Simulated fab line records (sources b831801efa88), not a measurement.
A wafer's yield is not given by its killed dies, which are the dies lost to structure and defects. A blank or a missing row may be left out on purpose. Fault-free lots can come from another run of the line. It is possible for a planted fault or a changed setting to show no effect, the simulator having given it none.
fab line records	flow sfqLine
[record] lots = 6	wafers = 18	lastDay = 96
route steps=325 shown L0V@17 M0@28 I0@43 M1@58 M8@325
lots that met no fault: taken from a fault-free run of the same line
startH: hours from the record's first day to the start of the lot's first wafer shown	waitH: how many hours have passed since the lot's step before this one	" same as the row above	L1.1+2: a row that stands for several wafers	- no value present, or no start provided	* or withheld: withheld	< > ~ a bound
route shown NAME@n: names a module that has steps shown in the file, with the first one's number in the route	usual: the fault-free wafers' mean and standard deviation	same: alike in all rows	chamber/n: place in a boat	sites: the reading at each site	_std_site: the standard deviation of these	_edge_site: inner sites' mean taken away from outer sites' mean	radiusMm: how far each site lies from the wafer's centre	mask NAME#n: copy n	behind: tool/chamber where the wafer was last shaped	hold: why the lot was held/for how many hours/how that ended	device: the n, p or np transistor that did not switch	end of line: at the end of the route, the tests of the same wafers	for a step that has no rows: nothing shown but its recipe	killed: dies that structure and defects cost at the first sort, which is not the same as the wafer's yield	map: the dies of a wafer, with x for killed, . for not killed, _ for no die there
set.NAME: the setting that was run; set.NAME@STEP: the one run at that earlier step	model.NAME: the simulator's own value behind a step, which no gauge read
a table for each step, a row for each wafer; lots at some steps of the route
services: from which hour (startH, from the record's first day; less than 0 if before it) a tool's chamber was out of use, for how many hours, and why
[[steps]]
[step SFQ_TRILAYER_L0_VIA_LITHO_COAT_018]
[recipe] resist = BARC	spinRpm = 3000	resistThkNm = 62
[step SFQ_TRILAYER_L0_VIA_LITHO_COAT_013]
[recipe] resist = KrF	spinRpm = 3000	resistThkNm = 650
[step SFQ_TRILAYER_L0_VIA_LITHO_SOFTBAKE_017]
[recipe] tempC = withheld	timeS = withheld	resist = KrF
[step SFQ_TRILAYER_L0_VIA_LITHO_EXPOSE_014]
[recipe] maskId = L0V	na = 0.6	sourceShape = conventional	sigmaOuter = 0.65	targetCdNm = 700	doseMj = 21.3
[step SFQ_TRILAYER_L0_VIA_LITHO_PEB_016]
[recipe] pebTempC = 115	pebTimeS = 60	resist = KrF
[step SFQ_TRILAYER_L0_VIA_LITHO_DEVELOP_015]
[recipe] timeS = 60	resist = KrF
[step SFQ_L0V_OVL_MEAS_903]
[usual] L0V_OVL = 2/5.8
lot.wafer	tool	chamber	startH	waitH	L0V_OVL[nm]
L423.2	overlay-01	-	169.43	0.1	-4
L423.3	"	-	"	"	7
L423.4	"	-	"	"	4
L427.2	overlay-02	-	195.73	0.1	-3
L427.5	"	-	"	"	1
L427.6	"	-	"	"	2
L432.2	overlay-01	-	234.67	0.1	-7
L432.3	"	-	"	"	-5
L432.5	"	-	"	"	-10
L436.3	overlay-02	-	258.03	0.1	-5
L436.5	"	-	"	"	-3
L436.6	"	-	"	"	5
L438.2	overlay-02	-	268.82	0.1	5
L438.3	"	-	"	"	12
L438.6	"	-	"	"	2
L445.1	overlay-01	-	327.85	0.1	-2
L445.2	"	-	"	"	-1
L445.3	"	-	"	"	-5
[step SFQ_TRILAYER_L0_VIA_BARC_OPEN_VIA_ETCH_021]
[recipe] maskMaterial = PR	chemistry = O2	targetDepthNm = 125	target = BARC	sourceW = 500	biasW = 80	pressureMtorr = 30	timeS = 41.7
[step SFQ_TRILAYER_L0_VIA_ETCH_VIA_ETCH_016]
[recipe] target = SiO2	stopOn = MoNx_KI	maskMaterial = PR	chemistry = CHF3	targetDepthNm = 80	sourceW = 500	biasW = 77.99	pressureMtorr = 30	timeS = withheld
[usual] chamberPressureMTorr = 30.002/0.024	drypumpMotorCurrentA = 6.0/0.38	oesProductAu = 0.837/0.0073	rfFwdPowerW = 495.9/1.8
lot.wafer	tool	chamber	startH	waitH	chamberPressureMTorr	drypumpMotorCurrentA	oesProductAu	rfFwdPowerW
L423.2	rieDiel-02	2	169.50	0.0	29.984	6.3	0.829	495.3
L423.3	"	3	"	"	29.996	6.4	0.821	496.8
L423.4	"	0	"	"	29.994	6.1	0.835	494.3
L427.2	rieDiel-04	1	195.80	0.0	30.034	5.3	0.842	497.2
L427.5	"	3	"	"	30.017	5.6	0.832	496.5
L427.6	"	0	"	"	30.007	6.0	0.835	496.2
L432.2	rieDiel-04	1	234.74	0.0	29.965	5.3	0.833	498.0
L432.3	"	2	"	"	30.020	6.2	0.828	497.1
L432.5	"	3	"	"	30.064	5.6	0.848	496.7
L436.3	rieDiel-02	2	258.09	0.0	29.986	6.2	0.835	495.3
L436.5	"	2	"	"	30.067	6.3	0.829	496.6
L436.6	"	3	"	"	29.978	6.4	0.847	495.6
L438.2	rieDiel-04	2	268.89	0.0	29.965	6.2	0.827	497.6
L438.3	"	0	"	"	29.977	6.0	0.835	492.7
L438.6	"	2	"	"	29.994	6.2	0.827	498.0
L445.1	rieDiel-04	1	327.92	0.0	30.013	5.3	0.838	495.6
L445.2	"	0	"	"	30.022	6.0	0.836	494.8
L445.3	"	2	"	"	29.996	6.2	0.822	498.4
[step SFQ_TRILAYER_L0_VIA_STRIP_STRIP_017]
[recipe] gas = O2	powerW = 200	platenTempC = 40	overashFraction = 0.65	chemistry = O2	pressureMtorr = 50
[usual] chamberPressureMTorr = 50.00/0.044	drypumpMotorCurrentA = 5.94/0.29	oesProductAu = 1.000/0.0076
lot.wafer	tool	chamber	startH	waitH	chamberPressureMTorr	drypumpMotorCurrentA	oesProductAu	rfHoursCounterH
L423.2	rieMetal-01	0	169.55	-	50.02	5.64	1.005	89
L423.3	"	1	"	"	50.00	5.85	1.011	-
L423.4	"	0	"	"	50.03	5.63	0.993	-
L427.2	rieMetal-01	0	195.85	-	49.99	5.65	1.003	94
L427.5	"	0	"	"	50.04	5.65	1.002	-
L427.6	"	1	"	"	50.01	5.87	0.992	-
L432.2	rieMetal-03	1	234.78	-	50.03	5.84	0.997	59
L432.3	"	1	"	"	50.02	5.84	0.999	-
L432.5	"	0	"	"	50.03	6.36	1.009	-
L436.3	rieMetal-03	1	258.34	-	49.98	5.82	0.990	-
L436.5	"	0	"	"	49.93	6.32	1.009	-
L436.6	"	1	"	"	50.01	5.78	1.002	-
L438.2	rieMetal-01	0	269.14	-	50.02	5.65	1.009	-
L438.3	"	0	"	"	50.00	5.63	0.995	-
L438.6	"	0	"	"	49.96	5.64	1.008	-
L445.1	rieMetal-04	0	327.97	-	49.95	5.70	0.995	20
L445.2	"	0	"	"	50.04	5.69	0.997	-
L445.3	"	0	"	"	50.02	5.70	0.993	-
[step SFQ_TRILAYER_L0_VIA_STRIP_SOLV_CLEAN_018]
[recipe] chemistry = NMP	tempC = 70	timeS = 600
[step SFQ_TRILAYER_M0_DEP_PRE_CLEAN_020]
[recipe] gas = Ar	timeS = 15	biasV = 250
[step SFQ_TRILAYER_M0_DEP_SPUTTER_019]
[recipe] material = Nb	basePressurePa = 1.33e-06	chamberPressurePa = 0.1333	substrateTempC = 20	resputterCathodeVoltageV = 400	targetThkNm = 200	powerW = 2000	timeS = 133.3
[usual] basePressurePa = 1.32e-06/8.9e-08	chamberPressurePa = 0.13329/0.00028	throttleValvePct = 29.8/1
lot.wafer	tool	chamber	startH	waitH	basePressurePa	chamberPressurePa	throttleValvePct	model.Nb_of_TRILAYER_M0_DEP_SPUTTER_019.thkNm
L423.2	pvdSputter-03	-	170.35	0.0	1.33e-06	0.1332	30.1	200.4
L423.3	"	-	"	"	1.26e-06	0.13361	30.4	201.5
L423.4	"	-	"	"	1.31e-06	0.13327	29.3	204
L427.2	pvdSputter-03	-	196.65	0.0	1.27e-06	0.1333	30.2	201.4
L427.5	"	-	"	"	1.23e-06	0.13328	29.6	204.3
L427.6	"	-	"	"	1.39e-06	0.13284	30.1	203.4
L432.2	pvdSputter-03	-	235.60	0.0	1.21e-06	0.13302	29.9	226.3
L432.3	"	-	"	"	1.43e-06	0.1336	29.2	229.2
L432.5	"	-	"	"	1.52e-06	0.13314	30.4	230.1
L436.3	pvdSputter-05	-	258.94	0.0	1.35e-06	0.13311	31.0	200.2
L436.5	"	-	"	"	1.36e-06	0.13333	30.9	201.9
L436.6	"	-	"	"	1.31e-06	0.13303	30.5	201.5
L438.2	pvdSputter-03	-	270.34	0.0	1.35e-06	0.13291	30.3	229.6
L438.3	"	-	"	"	1.34e-06	0.13247	30.2	231.7
L438.6	"	-	"	"	1.29e-06	0.13305	30.3	229.2
L445.1	pvdSputter-05	-	329.37	0.0	1.28e-06	0.13286	29.1	201.9
L445.2	"	-	"	"	1.37e-06	0.13328	30.7	201.1
L445.3	"	-	"	"	1.27e-06	0.13345	30.7	199.5
[step SFQ_M0_RS_MEAS_904]
[recipe] thkMeasGauge = four-point-probe	reads = Nb_of_TRILAYER_M0_DEP_SPUTTER_019
[usual] M0_NB_RS = 0.887/0.0088
lot.wafer	tool	chamber	startH	waitH	M0_NB_RS[ohm/sq]
L423.2	filmMetro-01	-	170.46	0.1	0.890
L423.3	"	-	"	"	0.882
L423.4	"	-	"	"	0.873
L427.2	filmMetro-04	-	196.76	0.1	0.885
L427.5	"	-	"	"	0.874
L427.6	"	-	"	"	0.875
L432.2	filmMetro-01	-	235.71	0.1	0.784
L432.3	"	-	"	"	0.775
L432.5	"	-	"	"	0.774
L436.3	filmMetro-01	-	259.07	0.1	0.890
L436.5	"	-	"	"	0.881
L436.6	"	-	"	"	0.882
L438.2	filmMetro-04	-	270.45	0.1	0.775
L438.3	"	-	"	"	0.766
L438.6	"	-	"	"	0.775
L445.1	filmMetro-02	-	329.46	0.0	0.884
L445.2	"	-	"	"	0.888
L445.3	"	-	"	"	0.893
[step SFQ_TRILAYER_M0_LITHO_COAT_026]
[recipe] resist = BARC	spinRpm = 3000	resistThkNm = 62
[step SFQ_TRILAYER_M0_LITHO_COAT_021]
[recipe] resist = KrF	spinRpm = 3000	resistThkNm = 600
[step SFQ_TRILAYER_M0_LITHO_SOFTBAKE_025]
[recipe] tempC = withheld	timeS = withheld	resist = KrF
[step SFQ_TRILAYER_M0_LITHO_EXPOSE_022]
[recipe] maskId = M0	na = 0.6	sourceShape = conventional	sigmaOuter = 0.65	targetCdNm = 500	doseMj = 14.4
[step SFQ_TRILAYER_M0_LITHO_PEB_024]
[recipe] pebTempC = 115	pebTimeS = 60	resist = KrF
[step SFQ_TRILAYER_M0_LITHO_DEVELOP_023]
[recipe] timeS = 60	resist = KrF
[step SFQ_M0_OVL_MEAS_906]
[usual] M0_OVL = 3/6.3
lot.wafer	tool	chamber	startH	waitH	M0_OVL[nm]
L423.2	overlay-02	-	266.42	0.1	11
L423.3	"	-	"	"	5
L423.4	"	-	"	"	16
L427.2	overlay-02	-	297.85	0.1	4
L427.5	"	-	"	"	-2
L427.6	"	-	"	"	4
L432.2	overlay-02	-	356.78	0.1	21
L432.3	"	-	"	"	13
L432.5	"	-	"	"	14
L436.3	overlay-02	-	383.31	0.1	0
L436.5	"	-	"	"	0
L436.6	"	-	"	"	-7
L438.2	overlay-01	-	396.50	0.1	-2
L438.3	"	-	"	"	7
L438.6	"	-	"	"	-2
L445.1	overlay-02	-	473.13	0.1	0
L445.2	"	-	"	"	7
L445.3	"	-	"	"	6
[step SFQ_TRILAYER_M0_BARC_OPEN_METAL_ETCH_031]
[recipe] maskMaterial = PR	chemistry = O2	targetDepthNm = 125	target = BARC	icpW = 600	biasW = 80	pressureMtorr = 10	timeS = 41.7
[step SFQ_TRILAYER_M0_ETCH_METAL_ETCH_024]
[recipe] target = Nb	stopOn = SiO2	maskMaterial = PR	chemistry = Cl2/Ar	targetDepthNm = 240	icpW = 600	biasW = 80	pressureMtorr = 10	timeS = 120
[usual] chamberPressureMTorr = 10.000/0.0078	drypumpMotorCurrentA = 5.9/0.34	oesProductAu = 0.896/0.007	rfFwdPowerW = 596.4/2
[same] timeS = 120
lot.wafer	tool	chamber	startH	waitH	chamberPressureMTorr	drypumpMotorCurrentA	oesProductAu	rfFwdPowerW	rfHoursCounterH
L423.2	rieMetal-04	1	266.51	0.0	10.004	6.4	0.889	601.8	136
L423.3	"	1	"	"	10.000	6.4	0.898	596.1	-
L423.4	"	0	"	"	10.001	5.7	0.905	599.1	-
L427.2	rieMetal-02	1	297.94	0.0	10.002	6.0	0.900	592.6	103
L427.5	"	0	"	"	9.994	5.4	0.914	595.1	-
L427.6	"	1	"	"	9.993	6.0	0.904	592.0	-
L432.2	rieMetal-02	0	356.97	0.1	10.010	5.5	0.964	596.7	-
L432.3	"	0	"	"	9.980	5.5	0.968	594.8	-
L432.5	"	0	"	"	9.996	5.4	0.977	594.2	-
L436.3	rieMetal-04	0	383.44	0.1	10.010	5.7	0.890	597.1	-
L436.5	"	1	"	"	10.005	6.4	0.892	596.3	-
L436.6	"	0	"	"	9.996	5.7	0.897	597.0	-
L438.2	rieMetal-03	1	396.59	0.0	9.999	5.8	0.966	597.8	80
L438.3	"	1	"	"	9.980	5.8	0.969	597.5	-
L438.6	"	1	"	"	9.993	5.8	0.963	596.7	-
L445.1	rieMetal-04	1	473.23	0.0	9.992	6.3	0.899	592.9	3
L445.2	"	0	"	"	10.012	5.7	0.895	593.8	39
L445.3	"	1	"	"	10.007	6.4	0.895	596.6	-
[step SFQ_TRILAYER_M0_STRIP_STRIP_025]
[recipe] gas = O2	powerW = 200	platenTempC = 40	overashFraction = 0.65	chemistry = O2	pressureMtorr = 50
[usual] chamberPressureMTorr = 50.00/0.048	drypumpMotorCurrentA = 5.9/0.35	oesProductAu = 0.997/0.0073
lot.wafer	tool	chamber	startH	waitH	chamberPressureMTorr	drypumpMotorCurrentA	oesProductAu	rfHoursCounterH
L423.2	rieMetal-04	1	266.64	0.1	50.05	6.4	0.999	136
L423.3	"	1	"	"	49.96	6.4	1.000	-
L423.4	"	0	"	"	49.94	5.7	0.996	-
L427.2	rieMetal-02	1	298.07	0.1	50.03	6.0	0.987	103
L427.5	"	0	"	"	50.04	5.5	1.001	-
L427.6	"	1	"	"	50.03	6.0	0.998	-
L432.2	rieMetal-02	0	357.38	0.4	49.86	5.4	0.993	-
L432.3	"	0	"	"	50.13	5.4	0.999	-
L432.5	"	0	"	"	50.02	5.4	0.995	-
L436.3	rieMetal-04	0	383.72	0.2	49.98	5.7	0.980	-
L436.5	"	1	"	"	49.97	6.3	0.983	-
L436.6	"	0	"	"	50.01	5.7	0.990	-
L438.2	rieMetal-03	1	396.72	0.1	50.07	5.8	1.008	80
L438.3	"	1	"	"	49.98	5.8	1.001	-
L438.6	"	1	"	"	49.98	5.8	1.005	-
L445.1	rieMetal-04	1	473.35	0.1	50.03	6.4	0.988	3
L445.2	"	0	"	"	50.06	5.7	0.991	39
L445.3	"	1	"	"	49.99	6.4	1.005	-
[step SFQ_TRILAYER_M0_STRIP_SOLV_CLEAN_026]
[recipe] chemistry = NMP	tempC = 70	timeS = 600
[step SFQ_TRILAYER_I0_DEP_PECVD_027]
[recipe] material = SiO2	tempC = 150	timeS = 111.11	pressureTorr = 2.4	rfW = 183.3	precursor = SiH4/N2O	targetThkNm = 500
[step SFQ_TRILAYER_I0_CMP_CMP_028]
[recipe] material = SiO2	downForcePsi = 3	platenRpm = 60	padVelocityMS = 0.94248
[usual] motorCurrentA = 10.2/1.1	platenRpm = 60.00/0.041	slurryFilterDpKPa = 13.50/0.14	timeToEndpointS = 219/6.2
lot.wafer	tool	chamber	startH	waitH	motorCurrentA	platenRpm	slurryFilterDpKPa	timeToEndpointS
L423.3	cmp-02	1	268.17	0.7	11.6	60.01	13.37	219
L423.4	"	3	269.17	1.7	9.2	60.06	13.79	223
L423.2	"	0	"	"	8.4	59.97	13.52	229
L427.2	cmp-02	3	302.60	3.7	9.4	59.98	13.35	213
L427.6	"	3	304.60	5.7	9.8	60.00	13.74	222
L427.5	"	0	"	"	8.5	59.98	13.37	221
L432.3	cmp-02	3	359.13	0.5	9.4	60.04	13.44	212
L432.2	"	1	360.13	1.5	11.5	59.89	13.55	210
L432.5	"	2	"	"	11.5	59.94	13.61	220
L436.3	cmp-02	1	385.35	0.8	12.4	60.04	13.51	207
L436.5	"	0	386.85	2.3	8.5	60.03	13.35	216
L436.6	"	1	"	"	11.2	60.03	13.46	220
L438.3	cmp-01	3	399.40	1.8	9.9	60.02	13.78	207
L438.2	"	2	400.90	3.4	10.5	59.96	13.25	205
L438.6	"	3	"	"	10.6	60.08	13.39	219
L445.3	cmp-02	1	476.60	2.4	11.7	59.89	13.15	213
L445.2	"	3	477.60	3.4	9.8	59.92	13.61	215
L445.1	"	0	"	"	9.3	60.00	13.63	219
[step SFQ_I0_BOW_MEAS_907]
[recipe] mode = bow
[usual] I0_BOW = 1/7.6
lot.wafer	tool	chamber	startH	waitH	I0_BOW[um]
L423.2	filmMetro-04	-	271.19	1.0	0
L423.3	"	-	"	"	10
L423.4	"	-	"	"	21
L427.2	filmMetro-03	-	305.62	2.5	-8
L427.5	"	-	"	"	2
L427.6	"	-	"	"	-6
L432.2	filmMetro-03	-	361.65	1.0	5
L432.3	"	-	"	"	-14
L432.5	"	-	"	"	7
L436.3	filmMetro-02	-	387.89	2.0	12
L436.5	"	-	"	"	7
L436.6	"	-	"	"	4
L438.2	filmMetro-02	-	402.42	1.0	5
L438.3	"	-	"	"	7
L438.6	"	-	"	"	-2
L445.1	filmMetro-04	-	479.60	1.0	2
L445.2	"	-	"	"	-6
L445.3	"	-	"	"	1
[step SFQ_TRILAYER_I0_METRO_MEASURE_029]
[usual] thkNm = 198.5/1.1
lot.wafer	tool	chamber	startH	waitH	thkNm
L423.2	filmMetro-04	-	271.49	0.3	199.7
L423.3	"	-	"	"	198.1
L423.4	"	-	"	"	199.1
L427.2	filmMetro-03	-	305.92	0.3	197.4
L427.5	"	-	"	"	197.3
L427.6	"	-	"	"	196.6
L432.2	filmMetro-03	-	361.95	0.3	196.8
L432.3	"	-	"	"	196.9
L432.5	"	-	"	"	198.4
L436.3	filmMetro-02	-	388.37	0.5	197.0
L436.5	"	-	"	"	197.8
L436.6	"	-	"	"	198.2
L438.2	filmMetro-02	-	402.72	0.3	199.5
L438.3	"	-	"	"	198.5
L438.6	"	-	"	"	199.0
L445.1	filmMetro-04	-	479.72	0.1	198.7
L445.2	"	-	"	"	197.8
L445.3	"	-	"	"	199.1
[step SFQ_TRILAYER_I0_VIA_LITHO_COAT_036]
[recipe] resist = BARC	spinRpm = 3000	resistThkNm = 62
[step SFQ_TRILAYER_I0_VIA_LITHO_COAT_031]
[recipe] resist = KrF	spinRpm = 3000	resistThkNm = 650
[step SFQ_TRILAYER_I0_VIA_LITHO_SOFTBAKE_035]
[recipe] tempC = withheld	timeS = withheld	resist = KrF
[step SFQ_TRILAYER_I0_VIA_LITHO_EXPOSE_032]
[recipe] maskId = I0	na = 0.6	sourceShape = conventional	sigmaOuter = 0.65	targetCdNm = 500	doseMj = 21.6
[step SFQ_TRILAYER_I0_VIA_LITHO_PEB_034]
[recipe] pebTempC = 115	pebTimeS = 60	resist = KrF
[step SFQ_TRILAYER_I0_VIA_LITHO_DEVELOP_033]
[recipe] timeS = 60	resist = KrF
[step SFQ_I0_OVL_MEAS_908]
[usual] I0_OVL = 2/5.3
lot.wafer	tool	chamber	startH	waitH	I0_OVL[nm]
L423.2	overlay-02	-	400.10	0.1	-10
L423.3	"	-	"	"	-2
L423.4	"	-	"	"	-2
L427.2	overlay-01	-	443.43	0.1	9
L427.5	"	-	"	"	8
L427.6	"	-	"	"	8
L432.2	overlay-02	-	511.93	0.1	-6
L432.3	"	-	"	"	-4
L432.5	"	-	"	"	0
L436.3	overlay-02	-	543.14	0.1	5
L436.5	"	-	"	"	4
L436.6	"	-	"	"	11
L438.2	overlay-02	-	545.53	0.1	12
L438.3	"	-	"	"	10
L438.6	"	-	"	"	10
L445.1	overlay-01	-	636.81	0.1	2
L445.2	"	-	"	"	-2
L445.3	"	-	"	"	2
[step SFQ_TRILAYER_I0_VIA_BARC_OPEN_VIA_ETCH_046]
[recipe] maskMaterial = PR	chemistry = O2	targetDepthNm = 125	target = BARC	sourceW = 500	biasW = 80	pressureMtorr = 30	timeS = 41.7
[step SFQ_TRILAYER_I0_VIA_ETCH_VIA_ETCH_034]
[recipe] target = SiO2	stopOn = Nb	maskMaterial = PR	taperDeg = 20	chemistry = CHF3	targetDepthNm = 260	sourceW = 500	biasW = 80	pressureMtorr = 30	timeS = withheld
[step SFQ_TRILAYER_I0_VIA_STRIP_STRIP_035]
[recipe] gas = O2	powerW = 200	platenTempC = 40	overashFraction = 0.65	chemistry = O2	pressureMtorr = 50
[step SFQ_TRILAYER_I0_VIA_STRIP_SOLV_CLEAN_036]
[recipe] chemistry = NMP	tempC = 70	timeS = 600
[step SFQ_TRILAYER_M1_DEP_PRE_CLEAN_038]
[recipe] gas = Ar	timeS = 22.5	biasV = 250
[step SFQ_M8_BOW_MEAS_951]
[recipe] mode = bow
[usual] M8_BOW = 10/11
lot.wafer	tool	chamber	startH	waitH	M8_BOW[um]	model.etest.m0.ohmUm	model.etest.m0.ohmSq	model.etest.i0.linkOhm
L423.2	filmMetro-04	-	2045.38	0.0	7	1.784	0.8888	1.962
L423.3	"	-	"	"	16	1.767	0.8839	1.961
L423.4	"	-	"	"	27	1.745	0.8732	1.941
L427.2	filmMetro-02	-	2080.37	0.0	6	1.763	0.8843	1.968
L427.5	"	-	"	"	16	1.75	0.8719	1.966
L427.6	"	-	"	"	8	1.756	0.8757	1.964
L432.2	filmMetro-03	-	2127.46	0.0	18	1.572	0.7871	1.87
L432.3	"	-	"	"	0	1.55	0.7772	1.863
L432.5	"	-	"	"	21	1.544	0.7739	1.854
L436.3	filmMetro-04	-	2143.05	0.0	42	1.777	0.8897	1.96
L436.5	"	-	"	"	37	1.761	0.8821	1.962
L436.6	"	-	"	"	32	1.762	0.8837	1.965
L438.2	filmMetro-04	-	2152.75	0.0	8	1.549	0.7757	1.852
L438.3	"	-	"	"	11	1.535	0.7686	1.831
L438.6	"	-	"	"	3	1.556	0.7772	1.839
L445.1	filmMetro-03	-	2293.74	0.0	8	1.76	0.8823	1.944
L445.2	"	-	"	"	1	1.757	0.8856	1.948
L445.3	"	-	"	"	9	1.777	0.8928	1.949
[[services]]
tool	chamber	startH	hours	kind
cmp-02	-	167.24	2.7	repair
rieMetal-04	1	176.91	3.1	repair
rieMetal-04	-	183.32	76.1	repair
cmp-02	-	190.46	0.9	repair
cmp-02	-	190.80	1.6	repair
cmp-02	-	205.25	3.0	repair
rieDiel-04	-	214.95	0.7	repair
cmp-02	-	233.43	4.0	pm
cmp-02	-	244.98	1.0	repair
cmp-02	-	256.08	0.6	repair
rieMetal-02	-	261.70	2.8	pm
rieMetal-04	-	262.11	0.1	repair
rieMetal-02	0	274.83	7.9	repair
cmp-02	-	282.97	1.1	repair
rieMetal-04	-	286.44	1.4	pm
rieDiel-04	-	292.26	0.7	repair
rieDiel-04	0	329.56	18.4	repair
rieMetal-03	1	330.77	1.0	repair
cmp-02	-	332.65	10.6	pm
rieMetal-04	0	336.73	6.2	repair
rieMetal-03	1	338.88	2.1	repair
cmp-02	-	348.60	4.5	pm
rieMetal-04	0	403.94	4.1	repair
cmp-02	-	445.13	0.5	repair
[[key]]
[firstSign] step = SFQ_M0_RS_MEAS_904	reading = M0_NB_RS	direction = down	sigmas = 13	usual = 0.887	struck = 0.775
[effect] step = SFQ_TRILAYER_M0_ETCH_METAL_ETCH_024	reading = oesProductAu	direction = up	sigmas = 10	usual = 0.896	struck = 0.968
[modelEffect] step = SFQ_TRILAYER_M0_DEP_SPUTTER_019	value = Nb_of_TRILAYER_M0_DEP_SPUTTER_019.thkNm	without = 201.8	struck = 229.3
[modelEffect] step = SFQ_M8_BOW_MEAS_951	value = etest.m0.ohmUm	without = 1.762	struck = 1.551
metAt SFQ_TRILAYER_M0_DEP_SPUTTER_019
struckWafers L432.2,L432.3,L432.5,L438.2,L438.3,L438.6
onsetBetween 196.65 235.60
[fault] kind = processParameterDrift	tool = pvdSputter-03	chamber = -	onsetH = 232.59	steps = SFQ_TRILAYER_M0_DEP_SPUTTER_019	channel = timeS	offset = *	shape = step	endH = 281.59	actsIn = *	stated = *
